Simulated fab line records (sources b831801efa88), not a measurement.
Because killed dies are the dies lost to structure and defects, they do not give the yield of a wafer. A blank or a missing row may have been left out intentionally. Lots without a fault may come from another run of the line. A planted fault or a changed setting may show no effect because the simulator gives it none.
Split-lot study + flow gf180mcu + on a route of 602 steps: 5 lots, 27 wafers read

ABOUT THE SPLIT
At GF_DUAL_GATE_OXIDATION_02 (stabilise 600 s, purge 300 s, target thk 10.887 nm), the setting ox time s was moved away from the recipe's 1602 s on 24 of the 27 wafers read, by -45.3% to +25.6%. This setting was run at the recipe's value on the other wafers.

No step appears in the file between the split and the reading.

THE READING
DUAL_GATE_OXIDATION_00_THK at GF_DUAL_GATE_THK_MEAS_03, in nm. On this fab line, fault-free wafers typically give 10.96 nm with a standard deviation of 0.26 nm.

| wafer  | tool, chamber at the split | ox time s as run, s | against the recipe | DUAL_GATE_OXIDATION_00_THK, nm | against lot-mates on the recipe |
|--------|----------------------------|---------------------|--------------------|--------------------------------|---------------------------------|
| L074.1 | -, -                       | 875.6               | -45.3%             | 7.46                           | no lot-mate on the recipe       |
| L074.2 | -, -                       | 875.6               | -45.3%             | 7.16                           | no lot-mate on the recipe       |
| L074.3 | -, -                       | 875.6               | -45.3%             | 7.36                           | no lot-mate on the recipe       |
| L074.4 | -, -                       | 875.6               | -45.3%             | 6.98                           | no lot-mate on the recipe       |
| L074.5 | -, -                       | 875.6               | -45.3%             | 7.13                           | no lot-mate on the recipe       |
| L074.6 | -, -                       | 875.6               | -45.3%             | 7.25                           | no lot-mate on the recipe       |
| L076.1 | furnace-02, 0              | 1602                | recipe             | 11.10                          | -                               |
| L076.2 | furnace-02, 0              | 1602                | recipe             | 11.08                          | -                               |
| L076.4 | furnace-02, 0              | 1602                | recipe             | 11.20                          | -                               |
| L080.1 | -, -                       | 887.7               | -44.6%             | 7.60                           | no lot-mate on the recipe       |
| L080.2 | -, -                       | 887.7               | -44.6%             | 7.52                           | no lot-mate on the recipe       |
| L080.3 | -, -                       | 887.7               | -44.6%             | 7.48                           | no lot-mate on the recipe       |
| L080.4 | -, -                       | 887.7               | -44.6%             | 7.53                           | no lot-mate on the recipe       |
| L080.5 | -, -                       | 887.7               | -44.6%             | 7.63                           | no lot-mate on the recipe       |
| L080.6 | -, -                       | 887.7               | -44.6%             | 7.55                           | no lot-mate on the recipe       |
| L083.1 | -, -                       | 2012                | +25.6%             | 13.06                          | no lot-mate on the recipe       |
| L083.2 | -, -                       | 2012                | +25.6%             | 12.96                          | no lot-mate on the recipe       |
| L083.3 | -, -                       | 2012                | +25.6%             | 12.77                          | no lot-mate on the recipe       |
| L083.4 | -, -                       | 2012                | +25.6%             | 12.89                          | no lot-mate on the recipe       |
| L083.5 | -, -                       | 2012                | +25.6%             | 13.07                          | no lot-mate on the recipe       |
| L083.6 | -, -                       | 2012                | +25.6%             | 12.87                          | no lot-mate on the recipe       |
| L085.1 | -, -                       | 1184                | -26.1%             | 9.08                           | no lot-mate on the recipe       |
| L085.2 | -, -                       | 1184                | -26.1%             | 9.07                           | no lot-mate on the recipe       |
| L085.3 | -, -                       | 1184                | -26.1%             | 9.21                           | no lot-mate on the recipe       |
| L085.4 | -, -                       | 1184                | -26.1%             | 9.12                           | no lot-mate on the recipe       |
| L085.5 | -, -                       | 1184                | -26.1%             | 9.17                           | no lot-mate on the recipe       |
| L085.6 | -, -                       | 1184                | -26.1%             | 9.15                           | no lot-mate on the recipe       |

FIT RESULTS
A straight line over all 27 wafers: DUAL_GATE_OXIDATION_00_THK changes by +0.0788 nm for each +1% of ox time s; r = +1.00; the points scatter about the line by 0.18 nm.
Too few moved wafers with a lot-mate on the recipe to fit a line net of each lot's own level.

THE WHOLE CHAIN: every reading that the file lists as answering this split, in the file's order
| step                      | what it does                                       | reading                                                                                | change (the file's fit)                | r (the file's) |
|---------------------------|----------------------------------------------------|----------------------------------------------------------------------------------------|----------------------------------------|----------------|
| GF_DUAL_GATE_OXIDATION_02 | stabilise 600 s, purge 300 s, target thk 10.887 nm | SiO2_of_DUAL_GATE_OXIDATION_02.thk nm (the simulator's own value, which no gauge read) | +0.0789 nm for each +1% of the setting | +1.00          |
| GF_DUAL_GATE_THK_MEAS_03  |                                                    | DUAL_GATE_OXIDATION_00_THK                                                             | +0.0788 for each +1% of the setting    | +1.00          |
| GF_DUAL_GATE_OXIDATION_15 | stabilise 600 s, purge 300 s, target thk 7.098 nm  | SiO2_of_DUAL_GATE_OXIDATION_02.thk nm (the simulator's own value, which no gauge read) | +0.0656 nm for each +1% of the setting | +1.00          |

THE FILE'S OWN FIT
DUAL_GATE_OXIDATION_00_THK changes by +0.0788 nm for each +1% of ox time s, r = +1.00.
